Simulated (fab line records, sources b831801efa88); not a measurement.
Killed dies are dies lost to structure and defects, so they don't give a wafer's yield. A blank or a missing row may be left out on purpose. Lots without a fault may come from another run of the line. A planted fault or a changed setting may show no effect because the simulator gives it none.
fab line records | flow sfq_line
record lots=7 wafers=21 last_day=88
route steps=325 shown M1@62 I1@73 M2@88
lots that met no fault: from a run of the same line without faults
start_h: hours from the record's first day to the start of the lot's first wafer shown | wait_h: hours since the lot's step before | " the same as in the row above | L1.1+2: a row that stands for several wafers | - no value, or no start given | * or withheld: withheld | < > ~ a bound
route shown NAME@n: a module of which the file shows steps, and the number in the route of the first | usual: mean/standard deviation of fault-free wafers | same: alike in all rows | chamber/n: place in a boat | sites: the reading at each site | _std_site: their standard deviation | _edge_site: outer sites' mean less inner sites' | radius_mm: how far each site lies from the wafer's centre | mask NAME#n: copy n | behind: the tool/chamber that last shaped the wafer | hold: why the lot was held/for how many hours/how that ended | device: the transistor (n, p or np) that didn't switch | end of line: the same wafers' tests at the end of the route | a step without rows: its recipe alone | killed: dies lost to structure and defects at the first sort, not the wafer's yield | map: a wafer's dies, x killed, . not, _ none there
set.NAME: the setting as run; set.NAME@STEP: as run at that earlier step | model.NAME: the simulator's own value behind a step, which no gauge read
lots at some steps of the route; a table a step, a row a wafer
services: from which hour (start_h, from the record's first day; less than 0 if before it) a tool's chamber was out of use, for how many hours, and why
## steps
# step SFQ_TRILAYER_M1_LITHO_COAT_044
# recipe resist=BARC spin_rpm=3000 resist_thk_nm=62
# step SFQ_TRILAYER_M1_LITHO_COAT_039
# recipe resist=KrF spin_rpm=3000 resist_thk_nm=600
# step SFQ_TRILAYER_M1_LITHO_SOFTBAKE_043
# recipe temp_c=withheld time_s=withheld resist=KrF
# step SFQ_TRILAYER_M1_LITHO_EXPOSE_040
# recipe mask_id=M1 na=0.6 source_shape=conventional sigma_outer=0.65 target_cd_nm=500 dose_mj=14.4
# step SFQ_TRILAYER_M1_LITHO_PEB_042
# recipe peb_temp_c=115 peb_time_s=60 resist=KrF
# step SFQ_TRILAYER_M1_LITHO_DEVELOP_041
# recipe time_s=60 resist=KrF
# step SFQ_M1_OVL_MEAS_911
# usual M1_OVL=-1/6.9
# columns lot.wafer tool chamber start_h wait_h M1_OVL[nm]
L515.3 overlay-01 - 629.31 0.1 -2
L515.4 " - " " 3
L515.5 " - " " 3
L516.2 overlay-02 - 640.91 0.1 -6
L516.4 " - " " 0
L516.6 " - " " -6
L517.1 overlay-01 - 642.10 0.1 -3
L517.2 " - " " 3
L517.5 " - " " -2
L519.1 overlay-02 - 655.30 0.1 7
L519.2 " - " " 0
L519.5 " - " " 4
L524.1 overlay-02 - 696.56 0.1 -3
L524.3 " - " " -4
L524.4 " - " " -4
L525.3 overlay-01 - 703.77 0.1 1
L525.5 " - " " 2
L525.6 " - " " -5
L531.3 overlay-02 - 779.49 0.1 2
L531.4 " - " " -7
L531.6 " - " " -4
# step SFQ_TRILAYER_M1_BARC_OPEN_METAL_ETCH_054
# recipe mask_material=PR chemistry=O2 target_depth_nm=125 target=BARC icp_w=600 bias_w=80 pressure_mtorr=10 time_s=41.7
# step SFQ_TRILAYER_M1_ETCH_METAL_ETCH_042
# recipe target=Nb stop_on=SiO2 mask_material=PR chemistry=Cl2/Ar target_depth_nm=240 icp_w=600 bias_w=80 pressure_mtorr=10 time_s=120
# step SFQ_TRILAYER_M1_STRIP_STRIP_043
# recipe gas=O2 power_w=200 platen_temp_c=40 overash_fraction=0.65 chemistry=O2 pressure_mtorr=50
# usual drypump_motor_current_A=5.93/0.29 oes_product_au=1.002/0.0096
# columns lot.wafer tool chamber start_h wait_h drypump_motor_current_A oes_product_au rf_hours_counter_h
L515.3 rie_metal-03 0 629.72 0.2 6.44 0.984 -
L515.4 " 1 " " 6.03 0.997 -
L515.5 " 1 " " 6.02 1.007 -
L516.2 rie_metal-01 0 641.12 0.1 5.56 1.001 20
L516.4 " 1 " " 5.61 0.999 -
L516.6 " 1 " " 5.62 1.000 -
L517.1 rie_metal-04 1 642.32 0.1 5.93 1.009 97
L517.2 " 0 " " 5.78 1.017 109
L517.5 " 1 " " 5.93 1.008 -
L519.1 rie_metal-04 0 655.52 0.1 5.80 0.997 110
L519.2 " 1 " " 5.92 1.006 98
L519.5 " 0 " " 5.80 1.001 -
L524.1 rie_metal-03 0 696.78 0.1 6.41 0.993 20
L524.3 " 1 " " 6.02 1.000 -
L524.4 " 0 " " 6.44 0.998 -
L525.3 rie_metal-04 1 704.18 0.2 5.95 0.994 -
L525.5 " 0 " " 5.78 0.990 -
L525.6 " 1 " " 5.93 1.006 -
L531.3 rie_metal-03 0 779.90 0.2 6.49 0.984 -
L531.4 " 1 " " 6.00 1.019 -
L531.6 " 1 " " 6.01 1.009 -
# step SFQ_TRILAYER_M1_STRIP_SOLV_CLEAN_044
# recipe chemistry=NMP temp_c=70 time_s=600
# step SFQ_TRILAYER_I1_DEP_PECVD_045
# recipe material=SiO2 temp_c=150 time_s=111.11 pressure_torr=2.4 rf_w=183.3 precursor=SiH4/N2O target_thk_nm=500
# usual heater_power_w=80/13 throttle_valve_pct=24.5/1.4
# same time_s=111.11
# columns lot.wafer tool chamber start_h wait_h heater_power_w throttle_valve_pct
L515.3 pecvd-03 2 630.30 0.0 70 24.3
L515.4 " 0 " " 75 22.7
L515.5 " 1 " " 68 23.3
L516.2 pecvd-04 0 641.90 0.0 75 25.4
L516.4 " 2 " " 84 25.2
L516.6 " 0 " " 80 25.1
L517.1 pecvd-03 2 643.11 0.0 75 24.2
L517.2 " 1 " " 82 23.0
L517.5 " 1 " " 68 23.2
L519.1 pecvd-02 0 656.30 0.0 85 23.5
L519.2 " 2 " " 78 23.3
L519.5 " 2 " " 83 23.3
L524.1 pecvd-03 2 697.55 0.0 66 24.6
L524.3 " 1 " " 67 23.5
L524.4 " 1 " " 72 23.3
L525.3 pecvd-02 2 704.75 0.0 81 23.3
L525.5 " 2 " " 85 23.4
L525.6 " 0 " " 83 23.8
L531.3 pecvd-02 0 780.48 0.0 90 23.9
L531.4 " 2 " " 89 23.4
L531.6 " 1 " " 52 25.9
# step SFQ_TRILAYER_I1_CMP_CMP_046
# recipe material=SiO2 down_force_psi=3 platen_rpm=60 pad_velocity_m_s=0.94248
# usual edge_zone_pressure_frac=1.000/0.0052 head_pressure_psi=3.000/0.0063 motor_current_A=10.1/1.1 time_to_endpoint_s=216/6.3
# columns lot.wafer tool chamber start_h wait_h edge_zone_pressure_frac head_pressure_psi motor_current_A time_to_endpoint_s model.SiO2_of_TRILAYER_I1_DEP_PECVD_045.thk_nm
L515.4 cmp-01 2 634.46 4.1 0.997 3.000 9.9 222 199.3
L515.3 " 3 " " 1.000 3.009 11.2 227 184.6
L515.5 " 0 " " 0.995 3.003 11.0 233 183.7
L516.4 cmp-01 1 645.46 3.5 1.006 2.992 8.9 218 199.5
L516.2 " 0 646.96 5.0 0.991 3.004 11.7 216 199.8
L516.6 " 2 647.96 6.0 0.990 2.999 9.7 241 184.7
L517.1 cmp-02 2 648.15 5.0 1.008 3.011 10.4 213 201.2
L517.2 " 3 " " 1.007 3.001 8.8 211 200.1
L517.5 " 1 649.65 6.5 0.984 2.997 10.9 216 200.7
L519.2 cmp-01 0 657.46 1.1 1.008 2.998 11.1 212 199.8
L519.1 " 2 658.46 2.1 0.999 3.005 10.4 219 201.2
L519.5 " 1 659.96 3.6 0.995 2.994 9.1 227 185
L524.4 cmp-02 2 701.83 4.2 0.998 2.998 10.9 221 200.1
L524.1 " 0 702.83 5.2 0.999 3.001 9.5 212 198.5
L524.3 " 1 " " 0.999 2.994 10.8 217 197.3
L525.3 cmp-02 1 704.83 0.0 0.992 3.010 10.3 204 199.4
L525.5 " 1 706.83 2.0 0.997 2.999 10.9 208 200.1
L525.6 " 2 " " 0.999 3.001 10.8 218 201.4
L531.4 cmp-01 2 781.76 1.2 1.000 3.002 10.5 223 201.8
L531.3 " 1 783.26 2.7 1.001 2.994 8.6 209 200.3
L531.6 " 3 784.26 3.7 1.005 3.006 11.8 217 201.1
# step SFQ_I1_BOW_MEAS_912
# recipe mode=bow
# usual I1_BOW=2/7.5
# columns lot.wafer tool chamber start_h wait_h I1_BOW[um]
L515.3 film_metro-03 - 636.50 1.0 -1
L515.4 " - " " 18
L515.5 " - " " -7
L516.2 film_metro-03 - 648.48 1.0 1
L516.4 " - " " -8
L516.6 " - " " 9
L517.1 film_metro-04 - 650.15 1.5 2
L517.2 " - " " 5
L517.5 " - " " 0
L519.1 film_metro-03 - 660.46 1.5 -5
L519.2 " - " " -8
L519.5 " - " " -11
L524.1 film_metro-02 - 704.83 1.5 -9
L524.3 " - " " -4
L524.4 " - " " -9
L525.3 film_metro-02 - 707.87 2.5 -4
L525.5 " - " " 2
L525.6 " - " " -1
L531.3 film_metro-03 - 784.80 1.0 8
L531.4 " - " " 16
L531.6 " - " " 9
# step SFQ_TRILAYER_I1_METRO_MEASURE_047
# usual thk_nm=200.1/0.96
# columns lot.wafer tool chamber start_h wait_h thk_nm
L515.3 film_metro-03 - 636.98 0.5 184.6
L515.4 " - " " 199.2
L515.5 " - " " 183.7
L516.2 film_metro-03 - 648.78 0.3 199.8
L516.4 " - " " 199.5
L516.6 " - " " 184.8
L517.1 film_metro-04 - 650.27 0.1 201.1
L517.2 " - " " 199.8
L517.5 " - " " 200.7
L519.1 film_metro-03 - 660.58 0.1 201.2
L519.2 " - " " 199.9
L519.5 " - " " 185.1
L524.1 film_metro-02 - 704.95 0.1 198.6
L524.3 " - " " 197.3
L524.4 " - " " 200.0
L525.3 film_metro-02 - 708.35 0.5 199.5
L525.5 " - " " 199.9
L525.6 " - " " 201.4
L531.3 film_metro-03 - 785.28 0.5 200.2
L531.4 " - " " 201.9
L531.6 " - " " 201.1
# step SFQ_TRILAYER_I1_VIA_LITHO_COAT_054
# recipe resist=BARC spin_rpm=3000 resist_thk_nm=62
# step SFQ_TRILAYER_I1_VIA_LITHO_COAT_049
# recipe resist=KrF spin_rpm=3000 resist_thk_nm=650
# step SFQ_TRILAYER_I1_VIA_LITHO_SOFTBAKE_053
# recipe temp_c=withheld time_s=withheld resist=KrF
# step SFQ_TRILAYER_I1_VIA_LITHO_EXPOSE_050
# recipe mask_id=I1 na=0.6 source_shape=conventional sigma_outer=0.65 target_cd_nm=500 dose_mj=21.3
# step SFQ_TRILAYER_I1_VIA_LITHO_PEB_052
# recipe peb_temp_c=115 peb_time_s=60 resist=KrF
# step SFQ_TRILAYER_I1_VIA_LITHO_DEVELOP_051
# recipe time_s=60 resist=KrF
# step SFQ_I1_OVL_MEAS_913
# usual I1_OVL=1/5.4
# columns lot.wafer tool chamber start_h wait_h I1_OVL[nm]
L515.3 overlay-02 - 787.89 0.1 1
L515.4 " - " " -4
L515.5 " - " " 1
L516.2 overlay-02 - 801.09 0.1 -4
L516.4 " - " " -2
L516.6 " - " " -3
L517.1 overlay-02 - 802.28 0.1 1
L517.2 " - " " 1
L517.5 " - " " 5
L519.1 overlay-01 - 809.48 0.1 -5
L519.2 " - " " -7
L519.5 " - " " -4
L524.1 overlay-01 - 855.25 0.1 -2
L524.3 " - " " -3
L524.4 " - " " -3
L525.3 overlay-02 - 858.86 0.1 -8
L525.5 " - " " -5
L525.6 " - " " -2
L531.3 overlay-01 - 937.52 0.1 10
L531.4 " - " " 7
L531.6 " - " " 11
# step SFQ_TRILAYER_I1_VIA_BARC_OPEN_VIA_ETCH_071
# recipe mask_material=PR chemistry=O2 target_depth_nm=125 target=BARC source_w=500 bias_w=80 pressure_mtorr=30 time_s=41.7
# usual drypump_motor_current_A=5.7/0.64 oes_product_au=0.686/0.0043
# same time_s=41.7
# columns lot.wafer tool chamber start_h wait_h drypump_motor_current_A oes_product_au rf_hours_counter_h
L515.3 rie_diel-01 0 787.92 0.0 5.3 0.689 7
L515.4 " 2 " " 6.7 0.682 33
L515.5 " 1 " " 4.8 0.686 -
L516.2 rie_diel-03 3 801.12 0.0 5.9 0.694 22
L516.4 " 1 " " 6.6 0.692 16
L516.6 " 3 " " 5.9 0.688 -
L517.1 rie_diel-01 3 802.32 0.0 6.8 0.688 3
L517.2 " 0 " " 5.3 0.690 7
L517.5 " 0 " " 5.3 0.690 -
L519.1 rie_diel-01 2 809.52 0.0 6.7 0.690 33
L519.2 " 0 " " 5.3 0.690 7
L519.5 " 0 " " 5.3 0.684 -
L524.1 rie_diel-01 1 855.28 0.0 4.8 0.687 13
L524.3 " 3 " " 6.8 0.687 4
L524.4 " 1 " " 4.8 0.686 -
L525.3 rie_diel-02 1 858.88 0.0 5.2 0.688 4
L525.5 " 2 " " 5.4 0.691 -
L525.6 " 3 " " 5.7 0.686 -
L531.3 rie_diel-03 2 937.54 0.0 5.3 0.688 3
L531.4 " 1 " " 6.6 0.690 19
L531.6 " 2 " " 5.3 0.686 -
# step SFQ_TRILAYER_I1_VIA_ETCH_VIA_ETCH_052
# recipe target=SiO2 stop_on=Nb mask_material=PR taper_deg=20 chemistry=CHF3 target_depth_nm=260 source_w=500 bias_w=80 pressure_mtorr=30 time_s=withheld
# usual drypump_motor_current_A=5.7/0.64 oes_product_au=0.855/0.005
# columns lot.wafer tool chamber start_h wait_h drypump_motor_current_A oes_product_au model.etch.depth_nm model.I1.feature_depth_nm
L515.3 rie_diel-01 0 787.96 0.0 5.3 0.817 184.6 184.6
L515.4 " 2 " " 6.7 0.859 199.3 199.3
L515.5 " 1 " " 4.8 0.810 183.7 183.7
L516.2 rie_diel-03 3 801.16 0.0 5.9 0.855 199.8 199.8
L516.4 " 1 " " 6.6 0.851 199.5 199.5
L516.6 " 3 " " 5.9 0.819 184.7 184.7
L517.1 rie_diel-01 3 802.36 0.0 6.7 0.859 201.2 201.2
L517.2 " 0 " " 5.3 0.853 200.1 200.1
L517.5 " 0 " " 5.3 0.855 200.7 200.7
L519.1 rie_diel-01 2 809.56 0.0 6.7 0.857 201.2 201.2
L519.2 " 0 " " 5.3 0.852 199.8 199.8
L519.5 " 0 " " 5.3 0.813 185 185
L524.1 rie_diel-01 1 855.32 0.0 4.8 0.852 198.5 198.5
L524.3 " 3 " " 6.8 0.850 197.3 197.3
L524.4 " 1 " " 4.8 0.856 200.1 200.1
L525.3 rie_diel-02 1 858.92 0.0 5.2 0.856 199.4 199.4
L525.5 " 2 " " 5.3 0.851 200.1 200.1
L525.6 " 3 " " 5.7 0.865 201.4 201.4
L531.3 rie_diel-03 2 937.58 0.0 5.2 0.854 200.3 200.3
L531.4 " 1 " " 6.6 0.851 201.8 201.8
L531.6 " 2 " " 5.3 0.858 201.1 201.1
# step SFQ_TRILAYER_I1_VIA_STRIP_STRIP_053
# recipe gas=O2 power_w=200 platen_temp_c=40 overash_fraction=0.65 chemistry=O2 pressure_mtorr=50
# usual drypump_motor_current_A=5.9/0.31 oes_product_au=0.999/0.0088
# columns lot.wafer tool chamber start_h wait_h drypump_motor_current_A oes_product_au rf_hours_counter_h
L515.3 rie_metal-03 0 788.27 - 6.5 0.990 -
L515.4 " 1 " " 6.0 1.013 -
L515.5 " 0 " " 6.5 0.985 -
L516.2 rie_metal-02 1 801.27 - 5.4 1.006 52
L516.4 " 0 " " 5.7 0.999 -
L516.6 " 0 " " 5.7 0.998 -
L517.1 rie_metal-03 0 802.47 - 6.5 0.989 32
L517.2 " 1 " " 6.0 1.010 104
L517.5 " 1 " " 6.0 1.008 -
L519.1 rie_metal-04 0 809.67 - 5.8 0.995 130
L519.2 " 1 " " 5.9 0.995 121
L519.5 " 1 " " 5.9 1.001 -
L524.1 rie_metal-02 1 855.43 - 5.4 1.006 59
L524.3 " 1 " " 5.4 1.006 -
L524.4 " 0 " " 5.7 0.999 -
L525.3 rie_metal-03 0 859.23 - 6.5 0.976 -
L525.5 " 1 " " 6.0 1.005 -
L525.6 " 0 " " 6.5 0.979 -
L531.3 rie_metal-04 1 937.90 - 5.9 1.008 -
L531.4 " 0 " " 5.8 1.004 -
L531.6 " 1 " " 5.9 1.000 -
# step SFQ_TRILAYER_I1_VIA_STRIP_SOLV_CLEAN_054
# recipe chemistry=NMP temp_c=70 time_s=600
# step SFQ_TRILAYER_M2_DEP_PRE_CLEAN_056
# recipe gas=Ar time_s=22.5 bias_v=250
# same time_s=22.5
# columns lot.wafer tool chamber start_h wait_h model.SiO2_of_TRILAYER_I1_DEP_PECVD_045.thk_nm
L515.3 pvd_sputter-04 - 788.86 0.0 177.1
L515.4 " - " " 191.8
L515.5 " - " " 176.2
L516.2 pvd_sputter-06 - 802.05 0.0 192.3
L516.4 " - " " 192
L516.6 " - " " 177.2
L517.1 pvd_sputter-04 - 803.25 0.0 193.7
L517.2 " - " " 192.6
L517.5 " - " " 193.2
L519.1 pvd_sputter-06 - 810.45 0.0 193.7
L519.2 " - " " 192.3
L519.5 " - " " 177.5
L524.1 pvd_sputter-03 - 856.21 0.0 191
L524.3 " - " " 189.8
L524.4 " - " " 192.6
L525.3 pvd_sputter-04 - 859.84 0.0 191.9
L525.5 " - " " 192.6
L525.6 " - " " 193.9
L531.3 pvd_sputter-04 - 938.47 0.0 192.8
L531.4 " - " " 194.3
L531.6 " - " " 193.6
# step SFQ_TRILAYER_M2_DEP_SPUTTER_055
# recipe material=Nb base_pressure_pa=1.33e-06 chamber_pressure_pa=0.1333 substrate_temp_c=20 resputter_cathode_voltage_v=400 target_thk_nm=200 power_w=2000 time_s=133.3
# usual resputter_cathode_voltage_v=400/3.7 throttle_valve_pct=29.7/1.1
# same time_s=133.3
# columns lot.wafer tool chamber start_h wait_h resputter_cathode_voltage_v throttle_valve_pct
L515.3 pvd_sputter-04 - 788.89 0.0 400 30.6
L515.4 " - " " 400 29.3
L515.5 " - " " 395 29.3
L516.2 pvd_sputter-06 - 802.07 0.0 404 31.0
L516.4 " - " " 401 31.0
L516.6 " - " " 400 31.1
L517.1 pvd_sputter-04 - 803.27 0.0 405 27.3
L517.2 " - " " 398 29.6
L517.5 " - " " 406 29.8
L519.1 pvd_sputter-06 - 810.47 0.0 393 31.0
L519.2 " - " " 402 30.5
L519.5 " - " " 404 31.1
L524.1 pvd_sputter-03 - 856.24 0.0 395 28.8
L524.3 " - " " 398 29.7
L524.4 " - " " 399 29.3
L525.3 pvd_sputter-04 - 859.87 0.0 402 29.6
L525.5 " - " " 398 29.8
L525.6 " - " " 396 30.5
L531.3 pvd_sputter-04 - 938.50 0.0 401 30.8
L531.4 " - " " 401 29.5
L531.6 " - " " 396 29.5
## services
# columns tool chamber start_h hours kind
rie_diel-01 1 622.52 1.7 repair
rie_metal-04 - 623.98 1.4 pm
rie_diel-03 0 631.40 7.4 repair
rie_diel-03 2 649.93 2.5 repair
rie_diel-01 - 693.11 2.8 pm
film_metro-03 - 693.98 60.6 repair
rie_metal-03 1 698.95 24.6 repair
rie_diel-01 0 717.57 9.6 repair
pvd_sputter-04 - 718.66 2.5 repair
film_metro-03 - 754.59 0.6 pm
film_metro-03 - 755.17 0.8 pm
rie_diel-01 - 757.86 0.3 repair
film_metro-03 - 768.55 0.7 pm
film_metro-03 - 781.92 0.8 pm
rie_metal-04 0 793.62 7.3 repair
rie_diel-01 2 813.13 2.6 repair
pvd_sputter-06 - 818.52 0.9 repair
rie_metal-04 - 828.27 1.7 repair
rie_diel-01 1 832.27 9.7 repair
pvd_sputter-04 - 842.82 2.4 repair
rie_metal-04 1 861.26 5.8 repair
rie_diel-01 3 893.14 1.7 repair
rie_diel-01 3 896.08 6.3 repair
rie_metal-04 - 915.31 2.8 pm
## key
first_sign step=SFQ_TRILAYER_I1_METRO_MEASURE_047 reading=thk_nm direction=down sigmas=16 usual=200.1 struck=184.5
effect step=SFQ_TRILAYER_I1_VIA_ETCH_VIA_ETCH_052 reading=oes_product_au direction=down sigmas=8.1 usual=0.855 struck=0.815
model_effect step=SFQ_TRILAYER_I1_CMP_CMP_046 value=SiO2_of_TRILAYER_I1_DEP_PECVD_045.thk_nm without=199.5 struck=184.5
model_effect step=SFQ_TRILAYER_I1_VIA_ETCH_VIA_ETCH_052 value=etch.depth_nm without=199.5 struck=184.5
model_effect step=SFQ_TRILAYER_M2_DEP_PRE_CLEAN_056 value=SiO2_of_TRILAYER_I1_DEP_PECVD_045.thk_nm without=192 struck=177
met_at SFQ_TRILAYER_I1_CMP_CMP_046
struck_wafers L515.3,L515.5,L516.6,L519.5
fault kind=process_parameter_drift tool=cmp-01 chamber=- onset_h=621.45 steps=SFQ_TRILAYER_I1_CMP_CMP_046 channel=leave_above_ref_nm offset=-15 shape=step end_h=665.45 scope=struck_wafers_only acts_in=these_recipes_only stated=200
